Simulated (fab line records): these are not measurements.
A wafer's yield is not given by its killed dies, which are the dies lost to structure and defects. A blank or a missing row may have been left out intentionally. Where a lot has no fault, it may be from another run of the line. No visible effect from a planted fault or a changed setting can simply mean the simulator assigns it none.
What tool caused it? || flow sky130 || 11 lots (33 wafers sampled), 1 step of a 708-step route

WHAT EACH GAUGE READ, for each wafer
SKY_GATE_OXIDE_THK_MEAS_02.
{"lot": "L547", "measured": "day 12 19:31", "on": "film metro-01", "GATE_OXIDE_OXIDATION_00_THK (nm)": "11.17 10.92 11.01"}
{"lot": "L550", "measured": "day 13 21:07", "on": "film metro-01", "GATE_OXIDE_OXIDATION_00_THK (nm)": "11.19 11.22 11.13"}
{"lot": "L552", "measured": "day 14 14:08", "on": "film metro-01", "GATE_OXIDE_OXIDATION_00_THK (nm)": "11.07 11.22 11.18"}
{"lot": "L556", "measured": "day 16 01:47", "on": "film metro-01", "GATE_OXIDE_OXIDATION_00_THK (nm)": "11.30 11.27 11.01"}
{"lot": "L557", "measured": "day 16 09:23", "on": "film metro-01", "GATE_OXIDE_OXIDATION_00_THK (nm)": "11.00 10.98 10.92"}
{"lot": "L563", "measured": "day 18 10:49", "on": "film metro-03", "GATE_OXIDE_OXIDATION_00_THK (nm)": "11.23 11.01 11.12"}
{"lot": "L562", "measured": "day 18 12:13", "on": "film metro-03", "GATE_OXIDE_OXIDATION_00_THK (nm)": "11.03 10.88 10.96"}
{"lot": "L564", "measured": "day 18 17:45", "on": "film metro-01", "GATE_OXIDE_OXIDATION_00_THK (nm)": "11.31 11.08 11.09"}
{"lot": "L565", "measured": "day 19 03:04", "on": "film metro-02", "GATE_OXIDE_OXIDATION_00_THK (nm)": "11.00 11.00 10.98"}
{"lot": "L566", "measured": "day 19 12:27", "on": "film metro-01", "GATE_OXIDE_OXIDATION_00_THK (nm)": "11.20 11.19 11.15"}
{"lot": "L568", "measured": "day 20 05:25", "on": "film metro-03", "GATE_OXIDE_OXIDATION_00_THK (nm)": "10.99 11.18 11.09"}

WHICH TOOL RAN EACH LOT (tool, then ch and the chambers of the sampled wafers, then the start)
There is no process step in the record ahead of these readings.

THE ANSWER, worked out from the rows above alone
Rule: usual is defined by the lots themselves. Put in order of their means at a reading, lots are off if they are a third of the lots or fewer, leave a main group of 4 or more, and stand apart from it by a gap of 3 or more times the standard deviation of the main group's means; of several such gaps the widest counts. A main group is skipped when, at the precision printed for the reading in the tables above, its means are all equal. Also off: a lot with no number at a reading for which 4 or more lots have one. Any other lot the step has rows for is counted as sound.
Nothing can be told from this: no lot is off at any reading shown.

WHAT HAD BEEN PUT IN BY THE SIMULATOR
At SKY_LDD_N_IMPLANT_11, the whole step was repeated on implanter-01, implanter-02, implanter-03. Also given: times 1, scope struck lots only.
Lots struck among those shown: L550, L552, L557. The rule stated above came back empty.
